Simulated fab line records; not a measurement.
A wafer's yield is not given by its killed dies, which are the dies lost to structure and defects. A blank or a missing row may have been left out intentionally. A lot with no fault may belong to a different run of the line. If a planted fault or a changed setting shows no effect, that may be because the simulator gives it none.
Struck lot and sound lot, side by side / flow sky130 / 35 out of 708 route steps
Sound: the wafers L672.1, L672.2, L672.4. Struck: wafer L668.4 (L668.1, L668.3, from the same lot, were not struck and are left out); the cause is given at the end.
Each step with rows lists, per side, the tool, then ch with its chambers, then its first start. Under that, the readings that differ: sound wafers / struck wafers / difference of the means / sigmas: that difference in standard deviations of wafers without a fault.
alike: a reading whose means differ by less than 2 such deviations, as well as words and numbers matching on both sides. not compared: withheld readings; readings where some wafer has no value; bounds like >300 that might hide an equal value; numbers whose values overlap and for which the record gives no deviation.
Wherever a step has rows on one side only, a row that says differs or no value, or a row with sigmas, the two part there. Non-overlapping numbers with no deviation appear without sigmas and do not part them. Lack of a reading on every wafer of one side parts them only where that side has two or more wafers.

first, 8 steps without rows for these wafers: SKY_CAPM_SPUTTER_02 (material TiN, target thk 200 nm, time 166.7 s); SKY_CAPM_DEHYDRATE_05 (time 60 s); SKY_CAPM_HMDS_06 (prime time 60 s); SKY_CAPM_COAT_07 (resist thk 1140 nm); SKY_CAPM_SOFTBAKE_08 (time 60 s); SKY_CAPM_EXPOSE_09 (exposes mask CAPM, target cd 1000 nm); SKY_CAPM_PEB_10; SKY_CAPM_DEVELOP_11 (develop time 60 s).
SKY_CAPM_METAL_ETCH_13: etches TiN in Cl2/BCl3, stops on SiO2, target depth 220 nm, time 62.9 s.
  sound on rie metal-03 ch 0,1, day 43 11:47; struck on rie metal-04 ch 1, day 42 10:28
reading=oes product au (a.u.); sound=0.943 0.939 0.935; struck=0.914; difference=-0.025; sigmas=-3
reading=throttle valve pct (%); sound=21.911 21.897 21.898; struck=21.923; difference=+0.021; sigmas=+2
  alike: drypump motor current A, mfc cl2 sccm
  not compared: rf hours counter h
then, 25 steps without rows for these wafers: SKY_CAPM_STRIP_14 (strips in O2/N2); SKY_CAPM_STRIP_15 (strips in post etch residue remover, time 1200 s); SKY_CAPM_CLEAN_16 (cleans in IPA, time 180 s); SKY_CAPM_CLEAN_17 (cleans in O3/DIW); SKY_METAL3_DEHYDRATE_05 (time 60 s); SKY_METAL3_HMDS_06 (prime time 60 s); SKY_METAL3_COAT_07 (resist thk 60 nm); SKY_METAL3_COAT_08 (resist thk 1140 nm); SKY_METAL3_SOFTBAKE_09 (time 90 s); SKY_METAL3_EXPOSE_10 (exposes mask MM3, target cd 300 nm); SKY_METAL3_PEB_11; SKY_METAL3_DEVELOP_12 (develop time 60 s); SKY_METAL3_DESCUM_15 (chemistry O2, time 8 s); SKY_METAL3_ETCH_16 (etches BARC in N2/H2, stops on SiO2, time 88.2 s, target depth 60 nm); SKY_METAL3_ETCH_17 (etches SiO2 in C4F8/O2/Ar, stops on TiN, time 3.9 s, target depth 15 nm); SKY_METAL3_METAL_ETCH_18 (etches the open film in Cl2/BCl3, stops on SiO2, target depth 845 nm, time 183.1 s); SKY_METAL3_STRIP_19 (strips in O2/N2); SKY_METAL3_STRIP_20 (strips in post etch residue remover, time 1200 s); SKY_METAL3_CLEAN_21 (cleans in IPA, time 180 s); SKY_METAL3_CLEAN_22 (cleans in O3/DIW); SKY_VIA3_HDPCVD_00 (deposits SiO2, target thk 1635 nm, time 272.5 s); SKY_VIA3_CMP_02 (polishes SiO2); SKY_VIA3_DEHYDRATE_04 (time 60 s); SKY_VIA3_HMDS_05 (prime time 60 s); SKY_VIA3_COAT_06 (resist thk 60 nm).
-- the record jumps here: 7 days lie between the struck wafers' starts before and after (it left off in module VIA3 and takes up again in module PAD_OPEN, whose first step shown is number 708 of the route) --
SKY_PAD_OPEN_PROBE_99:
  only the struck wafers here have rows in the record (prober-01, day 49 18:44); the sound ones have none

== WHERE THEY PART ==
Last at SKY_PAD_OPEN_PROBE_99 as far as this record goes, first at SKY_CAPM_METAL_ETCH_13.

WHY: whatever the simulator had introduced
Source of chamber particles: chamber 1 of rie metal-04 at SKY_CAPM_METAL_ETCH_13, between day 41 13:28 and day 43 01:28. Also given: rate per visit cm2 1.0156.
